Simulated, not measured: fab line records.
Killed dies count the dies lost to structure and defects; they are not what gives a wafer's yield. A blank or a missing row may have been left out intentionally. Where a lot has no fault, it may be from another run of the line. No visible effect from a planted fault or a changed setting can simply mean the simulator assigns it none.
fab line records    flow sky130
[record] lots = 6  wafers = 17  last_day = 50
route steps=708 shown VIA2@509 METAL3@532 PAD_OPEN@708
lots untouched by any fault: they come from a run of this same line in which no faults occurred
start_h: start of the lot's first displayed wafer, in hours after the record's first day    wait_h: hours since the lot's step before    " repeats the value in the row above    L1.1+2: several wafers, shown together as one row    - value missing, or start not given    * or withheld: withheld    < > ~ a bound
route shown NAME@n: a module of which the file shows steps, and the number in the route of the first    usual: mean/standard deviation taken from wafers without a fault    same: alike in all rows    chamber/n: place in a boat    sites: per-site readings    _std_site: the standard deviation of these    _edge_site: outer sites' mean less inner sites'    radius_mm: how far each site lies from the wafer's centre    mask NAME#n: copy n    behind: the tool/chamber that last shaped the wafer    hold: the reason the lot was held/the length of the hold in hours/how it ended    device: which transistor (n, p or np) failed to switch    end of line: tests run on the same wafers once the route is complete    a step with no rows: only its recipe    killed: dies that structure and defects cost at the first sort, which is not the same as the wafer's yield    map: the dies of a wafer, with x for killed, . for not killed, _ for no die there
set.NAME: the run value of the setting; set.NAME@STEP: its run value at that earlier step    model.NAME: the simulator's own value behind a step, which no gauge read
a table for each step, a row for each wafer; lots at some steps of the route
services: when a tool's chamber went out of use (start_h, in hours from the record's first day, below 0 if earlier), for how many hours, and the reason
[[steps]]
[step SKY_VIA2_CMP_02]
[recipe] material = SiO2  down_force_psi = 4  platen_rpm = 60  pad_velocity_m_s = 0.94248
[usual] motor_current_A = 11.5/1.8
lot.wafer  tool    chamber  start_h  wait_h  motor_current_A
L289.2     cmp-01  1        877.12   0.1     12.1
L289.3     "       2        "        "       13.5
L289.6     "       1        "        "       12.8
L290.4     cmp-01  1        903.14   0.1     12.8
L290.2     "       3        "        "       10.7
L290.6     "       0        "        "       8.7
L294.2     cmp-01  2        938.41   0.2     12.7
L294.4     "       0        "        "       8.7
L298.1     cmp-01  0        939.82   0.4     8.6
L298.5     "       3        "        "       10.3
L298.6     "       0        "        "       8.8
L303.3     cmp-02  0        959.76   0.1     10.9
L303.2     "       2        "        "       15.0
L303.6     "       0        "        "       10.9
L307.3     cmp-02  1        986.71   0.0     11.0
L307.4     "       2        "        "       14.7
L307.5     "       2        "        "       15.1
[step SKY_VIA2_BOW_MEAS_03]
[recipe] mode = bow
[usual] VIA2_BOW = 86/7.8
lot.wafer  tool           chamber  start_h  wait_h  VIA2_BOW[um]
L289.2     film_metro-01  -        877.39   0.2     78
L289.3     "              -        "        "       84
L289.6     "              -        "        "       73
L290.2     film_metro-01  -        903.41   0.1     75
L290.4     "              -        "        "       85
L290.6     "              -        "        "       91
L294.2     film_metro-03  -        938.73   0.3     82
L294.4     "              -        "        "       89
L298.1     film_metro-04  -        940.07   0.2     87
L298.5     "              -        "        "       88
L298.6     "              -        "        "       74
L303.2     film_metro-03  -        960.03   0.1     80
L303.3     "              -        "        "       89
L303.6     "              -        "        "       89
L307.3     film_metro-04  -        987.05   0.3     101
L307.4     "              -        "        "       96
L307.5     "              -        "        "       85
[step SKY_VIA2_DEHYDRATE_04]
[recipe] temp_c = 200  time_s = 60
[step SKY_VIA2_HMDS_05]
[recipe] prime_time_s = 60  prime_temp_c = 120
[step SKY_VIA2_COAT_06]
[recipe] resist = BARC  temp_c = withheld  time_s = withheld  spin_rpm = 3000  resist_thk_nm = 60
[step SKY_VIA2_COAT_07]
[recipe] resist = KrF-thick  spin_rpm = 3000  resist_thk_nm = 450
[step SKY_VIA2_SOFTBAKE_08]
[recipe] temp_c = 100  time_s = 90  resist = KrF-thick
[step SKY_VIA2_EXPOSE_09]
[recipe] mask_id = VIM2  na = 0.8  source_shape = annular  sigma_inner = 0.55  sigma_outer = 0.85  target_cd_nm = 200  dose_mj = 38
[step SKY_VIA2_PEB_10]
[recipe] peb_temp_c = withheld  peb_time_s = withheld  resist = KrF-thick
[step SKY_VIA2_DEVELOP_11]
[recipe] develop_time_s = 60  resist = KrF-thick  dev_temp_c = 21
[step SKY_VIA2_CD_MEAS_12]
[recipe] target_cd_nm = 200
[usual] cd_nm = 200.1/1.6
lot.wafer  tool       chamber  start_h  wait_h  cd_nm
L289.2     cd_sem-01  -        902.92   -       201.6
L289.3     "          -        "        "       203.2
L289.6     "          -        "        "       202.7
L290.2     cd_sem-02  -        928.52   -       201.8
L290.4     "          -        "        "       201.3
L290.6     "          -        "        "       201.8
L294.2     cd_sem-02  -        963.02   -       203.1
L294.4     "          -        "        "       202.8
L298.1     cd_sem-01  -        964.25   -       201.0
L298.5     "          -        "        "       201.0
L298.6     "          -        "        "       200.9
L303.2     cd_sem-01  -        983.97   -       201.6
L303.3     "          -        "        "       202.3
L303.6     "          -        "        "       199.1
L307.3     cd_sem-01  -        1010.09  -       199.8
L307.4     "          -        "        "       199.1
L307.5     "          -        "        "       200.0
[step SKY_VIA2_OVL_MEAS_13]
[usual] VIA2_OVL = -1/5.2
lot.wafer  tool        chamber  start_h  wait_h  VIA2_OVL[nm]
L289.2     overlay-01  -        903.03   0.1     4
L289.3     "           -        "        "       -7
L289.6     "           -        "        "       -6
L290.2     overlay-01  -        928.63   0.1     6
L290.4     "           -        "        "       -3
L290.6     "           -        "        "       4
L294.2     overlay-02  -        963.13   0.1     -3
L294.4     "           -        "        "       -11
L298.1     overlay-02  -        964.37   0.1     5
L298.5     "           -        "        "       2
L298.6     "           -        "        "       -3
L303.2     overlay-02  -        984.07   0.1     -5
L303.3     "           -        "        "       1
L303.6     "           -        "        "       -5
L307.3     overlay-01  -        1010.19  0.1     -3
L307.4     "           -        "        "       -4
L307.5     "           -        "        "       1
[step SKY_VIA2_ETCH_14]
[recipe] chemistry = N2/H2  target = BARC  ion_energy_ev = 200  source_w = 500  bias_w = 100  pressure_mtorr = 30  n2_flow_sccm = 100  h2_flow_sccm = 200  stop_on = SiO2  time_s = 45.9  target_depth_a = 600
[usual] drypump_motor_current_A = 5.7/0.42  h2_flow_sccm = 200.0/0.58  oes_product_au = 0.855/0.0047  throttle_valve_pct = 13.223/0.0092
lot.wafer  tool         chamber  start_h  wait_h  drypump_motor_current_A  h2_flow_sccm  oes_product_au  rf_hours_counter_h  throttle_valve_pct  model.KrF-thick_of_VIA2_COAT_07.thk_nm  model.etch.depth_nm  model.VIA2.cd_nm
L289.2     rie_diel-03  2        903.06   0.0     4.8                      200.9         0.860           20                  13.216              389.7                                   60.15                201.4
L289.3     "            3        "        "       5.6                      200.9         0.854           1                   13.229              390.8                                   60.21                203.1
L289.6     "            2        "        "       4.8                      200.6         0.861           -                   13.213              391.5                                   60.03                202.1
L290.2     rie_diel-02  2        928.66   0.0     5.8                      199.6         0.855           7                   13.226              395.6                                   59.93                201.8
L290.4     "            1        "        "       6.3                      200.4         0.856           8                   13.224              394.6                                   60.14                201.3
L290.6     "            3        "        "       6.5                      198.9         0.849           -                   13.208              394.2                                   59.74                201.7
L294.2     rie_diel-03  3        963.16   0.0     5.6                      200.9         0.859           2                   13.210              394.5                                   59.82                203.3
L294.4     "            1        "        "       6.2                      200.1         0.794           9                   13.211              406.6                                   52.51                199.7
L298.1     rie_diel-03  3        964.41   0.0     5.6                      199.1         0.853           2                   13.227              394.1                                   59.94                201.1
L298.5     "            1        "        "       6.2                      199.8         0.812           -                   13.224              408.8                                   52.87                197.7
L298.6     "            2        "        "       4.8                      199.6         0.855           -                   13.217              393.4                                   60.06                200.5
L303.2     rie_diel-04  0        984.10   0.0     5.2                      200.9         0.858           22                  13.228              392.7                                   60.36                201.3
L303.3     "            3        "        "       5.5                      199.3         0.855           10                  13.216              391.8                                   60.1                 201.8
L303.6     "            2        "        "       5.9                      200.6         0.858           -                   13.235              394.2                                   60.35                198.9
L307.3     rie_diel-04  1        1010.21  0.0     5.7                      200.4         0.856           12                  13.234              392                                     59.74                199.9
L307.4     "            0        "        "       5.2                      199.6         0.849           22                  13.226              392                                     59.54                199.1
L307.5     "            2        "        "       5.9                      200.4         0.854           -                   13.221              392.9                                   59.85                200.1
[step SKY_VIA2_ETCH_15]
[recipe] target = SiO2  chemistry = C4F8/O2/Ar  target_depth_nm = 546  stop_on = TiN  mask_material = KrF-thick  source_w = 1500  bias_w = 1200  pressure_mtorr = 40  c4f8_flow_sccm = withheld  O2_flow_sccm = 6  Ar_flow_sccm = 300  time_s = 84
[usual] oes_product_au = 0.941/0.0044
lot.wafer  tool         chamber  start_h  wait_h  oes_product_au  rf_hours_counter_h  model.KrF-thick_of_VIA2_COAT_07.thk_nm
L289.2     rie_diel-03  2        903.10   0.0     0.941           20                  279.7
L289.3     "            3        "        "       0.940           1                   279.7
L289.6     "            2        "        "       0.945           -                   280
L290.2     rie_diel-02  2        928.70   0.0     0.939           7                   286.2
L290.4     "            1        "        "       0.942           8                   285.6
L290.6     "            3        "        "       0.939           -                   286.6
L294.2     rie_diel-03  3        963.20   0.0     0.938           2                   284
L294.4     "            1        "        "       0.378           9                   297.9
L298.1     rie_diel-03  3        964.45   0.0     0.946           2                   284.5
L298.5     "            1        "        "       0.379           -                   300
L298.6     "            2        "        "       0.940           -                   283.4
L303.2     rie_diel-04  0        984.15   0.0     0.941           22                  283.9
L303.3     "            3        "        "       0.947           10                  282.6
L303.6     "            2        "        "       0.942           -                   284.4
L307.3     rie_diel-04  1        1010.25  0.0     0.935           12                  284.4
L307.4     "            0        "        "       0.943           22                  285.2
L307.5     "            2        "        "       0.943           -                   284.9
[step SKY_VIA2_STRIP_16]
[recipe] chemistry = O2/N2  power_w = 1400  pressure_mtorr = 1500  platen_temp_c = withheld  o2_flow_sccm = 3000  n2_flow_sccm = 300  overash_fraction = 0.5
[usual] drypump_motor_current_A = 5.6/0.46  oes_product_au = 0.399/0.0046  strip_time_to_endpoint_s = 4.051/0.019
lot.wafer  tool             chamber  start_h  wait_h  drypump_motor_current_A  oes_product_au  rf_hours_counter_h  strip_time_to_endpoint_s
L289.2     plasma_asher-03  0        903.16   0.0     6.1                      0.392           108                 4.023
L289.3     "                0        "        "       6.2                      0.403           -                   4.030
L289.6     "                1        "        "       5.6                      0.397           -                   4.016
L290.2     plasma_asher-03  0        928.76   0.0     6.2                      0.401           110                 4.076
L290.4     "                1        "        "       5.6                      0.394           -                   4.075
L290.6     "                1        "        "       5.6                      0.390           -                   4.082
L294.2     plasma_asher-03  0        963.26   0.0     6.1                      0.395           114                 4.041
L294.4     "                0        "        "       6.2                      0.404           -                   4.222
L298.1     plasma_asher-04  1        964.51   0.0     6.0                      0.404           23                  4.048
L298.5     "                0        "        "       5.2                      0.415           -                   4.222
L298.6     "                1        "        "       6.0                      0.396           -                   4.051
L303.2     plasma_asher-03  0        984.21   0.0     6.2                      0.401           116                 4.062
L303.3     "                0        "        "       6.1                      0.398           -                   4.047
L303.6     "                0        "        "       6.1                      0.396           -                   4.062
L307.3     plasma_asher-03  1        1010.35  0.1     5.6                      0.406           -                   4.047
L307.4     "                0        "        "       6.1                      0.396           -                   4.061
L307.5     "                0        "        "       6.1                      0.407           -                   4.067
[step SKY_VIA2_STRIP_17]
[recipe] chemistry = post_etch_residue_remover  time_s = 1200  temp_c = 72.5
[step SKY_VIA2_CLEAN_18]
[recipe] chemistry = IPA  time_s = 180  temp_c = 25
[step SKY_VIA2_CLEAN_19]
[recipe] chemistry = O3/DIW  dry = n2_spin
[step SKY_VIA2_SPUTTER_20]
[recipe] material = TiN  target_thk_nm = 20  chamber_pressure_pa = 5  power_w = 4000  time_s = 80
[usual] cathode_dc_power_W = 4000.0/0.78  throttle_valve_pct = 30.4/0.92
lot.wafer  tool            chamber  start_h  wait_h  cathode_dc_power_W  throttle_valve_pct
L289.2     pvd_sputter-03  -        903.76   0.0     3999.0              30.4
L289.3     "               -        "        "       3999.8              30.5
L289.6     "               -        "        "       3999.7              29.4
L290.2     pvd_sputter-03  -        929.40   0.0     3999.0              30.6
L290.4     "               -        "        "       4000.5              29.3
L290.6     "               -        "        "       3998.0              30.9
L294.2     pvd_sputter-03  -        963.86   0.0     4001.0              31.0
L294.4     "               -        "        "       4000.5              29.9
L298.1     pvd_sputter-02  -        965.10   0.0     4000.0              31.5
L298.5     "               -        "        "       3999.7              29.8
L298.6     "               -        "        "       3999.9              30.7
L303.2     pvd_sputter-02  -        984.80   0.0     4000.0              29.9
L303.3     "               -        "        "       3998.7              30.6
L303.6     "               -        "        "       4000.1              31.4
L307.3     pvd_sputter-02  -        1010.91  0.0     3998.3              30.8
L307.4     "               -        "        "       4000.6              31.2
L307.5     "               -        "        "       3998.9              31.0
[step SKY_VIA2_CVD_21]
[recipe] material = W  target_thk_nm = 420  time_s = 126.4  temp_c = 400  pressure_torr = 40
[usual] heater_power_w = 858/58  susceptor_temp_C = 399.99/0.24
lot.wafer  tool      chamber  start_h  wait_h  heater_power_w  susceptor_temp_C
L289.2     cvd_w-02  1        903.82   0.0     885             400.22
L289.3     "         0        "        "       896             400.33
L289.6     "         1        "        "       906             399.85
L290.2     cvd_w-01  0        929.47   0.0     771             400.39
L290.4     "         0        "        "       764             400.14
L290.6     "         0        "        "       765             400.33
L294.2     cvd_w-01  1        963.92   0.0     844             399.84
L294.4     "         0        "        "       779             400.06
L298.1     cvd_w-01  1        965.17   0.0     832             399.63
L298.5     "         1        "        "       822             399.75
L298.6     "         0        "        "       762             400.24
L303.2     cvd_w-02  0        984.86   0.0     922             400.32
L303.3     "         1        "        "       885             399.69
L303.6     "         0        "        "       917             400.14
L307.3     cvd_w-01  1        1011.01  0.1     831             399.84
L307.4     "         0        "        "       777             399.97
L307.5     "         0        "        "       760             400.22
[step SKY_VIA2_CMP_24]
[recipe] stop_on = SiO2  t_overpolish_s = 20  down_force_psi = 3.5  platen_rpm = 60  target_thk_nm = 0  pad_velocity_m_s = 0.94248
[usual] motor_current_A = 10.5/1.6  overpolish_run_s = 20.000/0.0088  time_to_endpoint_s = 104/3.5
lot.wafer  tool    chamber  start_h  wait_h  motor_current_A  overpolish_run_s  time_to_endpoint_s
L289.3     cmp-01  0        904.13   0.0     7.8              20.007            103
L289.2     "       3        "        "       9.3              19.985            99
L289.6     "       1        "        "       11.3             19.996            99
L290.2     cmp-01  1        930.48   0.7     11.6             20.001            106
L290.4     "       3        "        "       10.0             20.009            102
L290.6     "       1        "        "       11.2             19.997            103
L294.2     cmp-02  3        964.23   0.0     11.3             20.005            101
L294.4     "       1        "        "       10.2             20.001            104
L298.1     cmp-01  0        965.58   0.1     7.8              19.979            106
L298.6     "       2        "        "       11.6             19.982            105
L298.5     "       3        "        "       9.4              19.990            107
L303.3     cmp-01  1        985.17   0.0     11.9             20.012            101
L303.2     "       3        "        "       9.3              20.007            103
L303.6     "       2        "        "       11.2             19.988            106
L307.4     cmp-01  0        1011.57  0.3     7.9              19.997            105
L307.3     "       1        "        "       11.4             20.007            105
L307.5     "       0        "        "       8.4              20.009            106
[step SKY_METAL3_SPUTTER_00]
[recipe] material = Ti  target_thk_nm = 15  power_w = 3000  time_s = 10  chamber_pressure_pa = 0.4
[usual] cathode_dc_power_W = 2999.9/0.52  throttle_valve_pct = 30.4/0.67
lot.wafer  tool            chamber  start_h  wait_h  cathode_dc_power_W  throttle_valve_pct
L289.2     pvd_sputter-04  -        904.43   0.1     3000.7              30.4
L289.3     "               -        "        "       2999.5              30.1
L289.6     "               -        "        "       3000.2              30.3
L290.2     pvd_sputter-02  -        930.73   0.2     3000.3              29.8
L290.4     "               -        "        "       3000.2              30.6
L290.6     "               -        "        "       3000.3              31.5
L294.2     pvd_sputter-03  -        964.53   0.2     3000.6              30.8
L298.1     pvd_sputter-02  -        965.78   0.1     3000.4              31.7
L298.6     "               -        "        "       3000.3              31.6
L303.2     pvd_sputter-04  -        985.47   0.1     2998.8              30.3
L303.3     "               -        "        "       2998.6              30.1
L303.6     "               -        "        "       2998.9              30.4
L307.3     pvd_sputter-04  -        1011.82  0.1     2999.5              30.5
L307.4     "               -        "        "       2999.9              30.0
L307.5     "               -        "        "       3000.2              29.9
[step SKY_METAL3_SPUTTER_01]
[recipe] material = TiN  target_thk_nm = 20  power_w = 6500  time_s = 16.7  chamber_pressure_pa = 0.4
[usual] cathode_dc_power_W = 6499.9/1.3  throttle_valve_pct = 30.4/0.68
lot.wafer  tool            chamber  start_h  wait_h  cathode_dc_power_W  throttle_valve_pct
L289.2     pvd_sputter-04  -        904.45   0.0     6499.1              30.4
L289.3     "               -        "        "       6501.7              30.2
L289.6     "               -        "        "       6499.8              30.0
L290.2     pvd_sputter-02  -        930.75   0.0     6500.1              29.8
L290.4     "               -        "        "       6499.9              30.7
L290.6     "               -        "        "       6500.5              31.5
L294.2     pvd_sputter-03  -        964.55   0.0     6500.0              31.0
L298.1     pvd_sputter-02  -        965.80   0.0     6497.8              31.3
L298.6     "               -        "        "       6499.8              32.4
L303.2     pvd_sputter-04  -        985.49   0.0     6501.5              30.5
L303.3     "               -        "        "       6501.0              30.2
L303.6     "               -        "        "       6499.9              30.3
L307.3     pvd_sputter-04  -        1011.84  0.0     6500.3              30.3
L307.4     "               -        "        "       6499.5              30.0
L307.5     "               -        "        "       6499.4              30.2
[step SKY_METAL3_SPUTTER_02]
[recipe] material = AlCu  target_thk_nm = 735  power_w = 10600  time_s = 39.1  chamber_pressure_pa = 0.4
[usual] cathode_dc_power_W = 10600/2.1  throttle_valve_pct = 30.4/0.67
lot.wafer  tool            chamber  start_h  wait_h  cathode_dc_power_W  throttle_valve_pct
L289.2     pvd_sputter-04  -        904.47   0.0     10594               30.2
L289.3     "               -        "        "       10597               30.1
L289.6     "               -        "        "       10599               30.1
L290.2     pvd_sputter-02  -        930.78   0.0     10603               29.8
L290.4     "               -        "        "       10604               30.7
L290.6     "               -        "        "       10599               31.4
L294.2     pvd_sputter-03  -        964.57   0.0     10600               31.1
L298.1     pvd_sputter-02  -        965.82   0.0     10602               31.3
L298.6     "               -        "        "       10603               31.9
L303.2     pvd_sputter-04  -        985.52   0.0     10599               30.3
L303.3     "               -        "        "       10599               30.2
L303.6     "               -        "        "       10601               30.2
L307.3     pvd_sputter-04  -        1011.87  0.0     10600               30.5
L307.4     "               -        "        "       10599               30.1
L307.5     "               -        "        "       10596               30.1
[step SKY_PAD_OPEN_PROBE_99]
lot.wafer   tool       chamber  start_h  wait_h  model.etest.sram_pfet_latch.under_floor  model.etest.cap_thin_oxide.open  model.etest.diode_nwell_sub.under_floor  model.etest.pfet_01v8_lvt.under_floor  model.etest.res_poly.open  model.etest.tip_sonos.open  model.etest.sonos_erased.open  model.etest.cap_thick_oxide.under_floor
L289.2+3+6  prober-01  -        1118.42  0.1     0                                        0                                0                                        0                                      0                          0                           0                              0
L290.2+4+6  prober-02  -        1142.17  0.1     0                                        0                                0                                        0                                      0                          0                           0                              0
L294.2      prober-02  -        1165.07  0.1     0                                        0                                0                                        0                                      0                          0                           0                              0
L294.4      prober-02  -        1165.17  0.2     1                                        1                                1                                        1                                      1                          1                           1                              1
L298.1+6    prober-02  -        1168.26  0.1     0                                        0                                0                                        0                                      0                          0                           0                              0
L298.5      prober-02  -        1168.46  0.2     1                                        1                                1                                        1                                      1                          1                           1                              1
L303.2+3+6  prober-02  -        1183.17  0.1     0                                        0                                0                                        0                                      0                          0                           0                              0
L307.3+4+5  prober-02  -        1200.12  0.2     0                                        0                                0                                        0                                      0                          0                           0                              0
// killed by level:class
L289.2 VIA1:geometric_particle:open=13 METAL3:geometric_particle:short=8 METAL1:geometric_particle:short=7 FIELD_ISO:geometric_particle:short=5 LI_CONTACT:geometric_particle:open=5 CONTACT:geometric_particle:open=5 VIA1:geometric_particle:short=5 METAL2:geometric_particle:short=5
L289.3 VIA1:geometric_particle:open=11 LI_CONTACT:geometric_particle:open=7 VIA2:geometric_particle:open=6 VIA3:geometric_particle:open=5 CONTACT:geometric_particle:open=5 METAL1:geometric_particle:short=5 FIELD_ISO:geometric_particle:short=4 VIA1:geometric_particle:short=4
L289.6 LI_CONTACT:geometric_particle:open=10 VIA1:geometric_particle:open=9 CONTACT:geometric_particle:open=8 VIA2:geometric_particle:open=7 METAL2:geometric_particle:short=7 VIA1:geometric_particle:short=6 VIA3:geometric_particle:open=6 LOCAL_INTERCONNECT:geometric_particle:short=5
L290.2 VIA3:geometric_particle:open=8 CONTACT:geometric_particle:open=7 METAL2:geometric_particle:short=7 VIA2:geometric_particle:open=7 VIA1:geometric_particle:short=6 LI_CONTACT:geometric_particle:open=6 METAL1:geometric_particle:short=6 VIA1:geometric_particle:open=6
L290.4 VIA1:geometric_particle:open=15 CONTACT:geometric_particle:open=12 VIA3:geometric_particle:open=9 VIA1:geometric_particle:short=6 LI_CONTACT:geometric_particle:open=5 METAL1:geometric_particle:short=5 METAL2:geometric_particle:short=5 VIA2:geometric_particle:open=4
L290.6 VIA2:geometric_particle:open=8 POLY_GATE:geometric_particle:short=7 LI_CONTACT:geometric_particle:open=7 METAL2:geometric_particle:short=7 VIA1:geometric_particle:open=7 FIELD_ISO:geometric_particle:short=6 FIELD_ISO:geometric_particle:open=5 CONTACT:geometric_particle:open=5
L303.2 LI_CONTACT:geometric_particle:open=8 POLY_GATE:geometric_particle:short=7 CONTACT:geometric_particle:open=7 FIELD_ISO:geometric_particle:short=6 VIA1:geometric_particle:open=6 VIA3:geometric_particle:open=6 METAL2:geometric_particle:short=5 LOCAL_INTERCONNECT:geometric_particle:short=4
L303.3 CONTACT:geometric_particle:open=10 CONTACT:geometric_particle:short=8 METAL1:geometric_particle:short=7 LOCAL_INTERCONNECT:geometric_particle:short=7 VIA1:geometric_particle:open=7 POLY_GATE:geometric_particle:open=6 LI_CONTACT:geometric_particle:open=4 VIA3:geometric_particle:open=4
L303.6 VIA1:geometric_particle:open=13 VIA2:geometric_particle:open=8 CONTACT:geometric_particle:open=7 POLY_GATE:geometric_particle:short=6 METAL1:geometric_particle:short=6 LI_CONTACT:geometric_particle:open=6 LOCAL_INTERCONNECT:geometric_particle:short=6 FIELD_ISO:geometric_particle:short=5
L307.3 VIA1:geometric_particle:open=12 VIA2:geometric_particle:open=8 VIA3:geometric_particle:open=7 LOCAL_INTERCONNECT:geometric_particle:short=7 CONTACT:geometric_particle:short=6 LI_CONTACT:geometric_particle:open=5 METAL3:geometric_particle:short=5 VIA1:geometric_particle:short=4
L307.4 METAL1:geometric_particle:short=8 VIA1:geometric_particle:open=8 CONTACT:geometric_particle:open=7 VIA2:geometric_particle:open=7 VIA3:geometric_particle:open=7 LOCAL_INTERCONNECT:geometric_particle:short=6 VIA1:geometric_particle:short=5 POLY_GATE:geometric_particle:open=4
L307.5 VIA1:geometric_particle:open=10 VIA3:geometric_particle:open=8 CONTACT:geometric_particle:open=7 VIA3:geometric_particle:short=7 VIA1:geometric_particle:short=6 POLY_GATE:geometric_particle:short=5 METAL2:geometric_particle:short=3 METAL4:geometric_particle:short=3
[[services]]
tool             chamber  start_h  hours  kind
cvd_w-01         -        856.22   0.8    repair
cmp-01           -        874.58   1.3    repair
pvd_sputter-04   2        877.67   -      consumable_replace:kit
pvd_sputter-04   2        877.67   18.0   scheduled_down
plasma_asher-04  -        883.22   0.8    repair
cvd_w-01         -        904.00   14.0   pm
cmp-01           -        912.00   4.0    pm
pvd_sputter-02   -        924.80   1.3    repair
cmp-02           -        927.84   27.9   repair
rie_diel-03      3        928.05   8.1    repair
rie_diel-03      2        929.55   5.7    repair
rie_diel-04      3        946.87   6.0    repair
rie_diel-02      3        947.82   7.6    repair
rie_diel-04      0        951.33   2.6    repair
rie_diel-02      -        969.47   0.9    repair
cvd_w-01         -        975.60   0.5    repair
cmp-02           -        976.24   0.5    repair
cmp-02           -        981.77   1.3    repair
rie_diel-02      1        988.83   3.3    repair
cmp-02           -        991.71   1.6    repair
cvd_w-02         -        992.91   0.7    repair
rie_diel-03      2        997.11   8.1    repair
pvd_sputter-02   -        1006.46  2.3    repair
cmp-02           -        1010.55  8.2    repair
[[key]]
[first_sign] step = SKY_VIA2_ETCH_14  reading = oes_product_au  direction = down  sigmas = 11  usual = 0.855  struck = 0.803
[effect] step = SKY_VIA2_ETCH_15  reading = oes_product_au  direction = down  sigmas = 99+  usual = 0.941  struck = 0.379
[effect] step = SKY_VIA2_STRIP_16  reading = strip_time_to_endpoint_s  direction = up  sigmas = 9.2  usual = *  struck = *
[effect] step = SKY_METAL3_SPUTTER_00  reading = visit  direction = missing
[effect] step = SKY_METAL3_SPUTTER_01  reading = visit  direction = missing
[effect] step = SKY_METAL3_SPUTTER_02  reading = visit  direction = missing
[model_effect] step = SKY_VIA2_ETCH_14  value = KrF-thick_of_VIA2_COAT_07.thk_nm  without = 393.7  struck = 407.7
[model_effect] step = SKY_VIA2_ETCH_15  value = KrF-thick_of_VIA2_COAT_07.thk_nm  without = 284.9  struck = 299
[model_effect] step = SKY_PAD_OPEN_PROBE_99  value = etest.sram_pfet_latch.under_floor  without = 0  struck = 1
met_at SKY_VIA2_ETCH_14
struck_wafers L294.4,L298.5
later_rows_left_out L294.4,L298.5
sort_left_out L294.4,L298.5
onset_between 903.06 963.16
[fault] kind = process_parameter_drift  tool = rie_diel-03  chamber = -  onset_h = 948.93  steps = SKY_VIA2_ETCH_14  channel = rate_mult  offset = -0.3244  shape = step  end_h = 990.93  scope = struck_wafers_only
// sort_left_out: the simulated sort isn't trusted on such a fault, so these wafers' sort isn't shown, and their yield isn't known
// later_rows_left_out: the simulator's readings of these wafers behind a module that went badly wrong aren't trusted and aren't shown, but for the sort
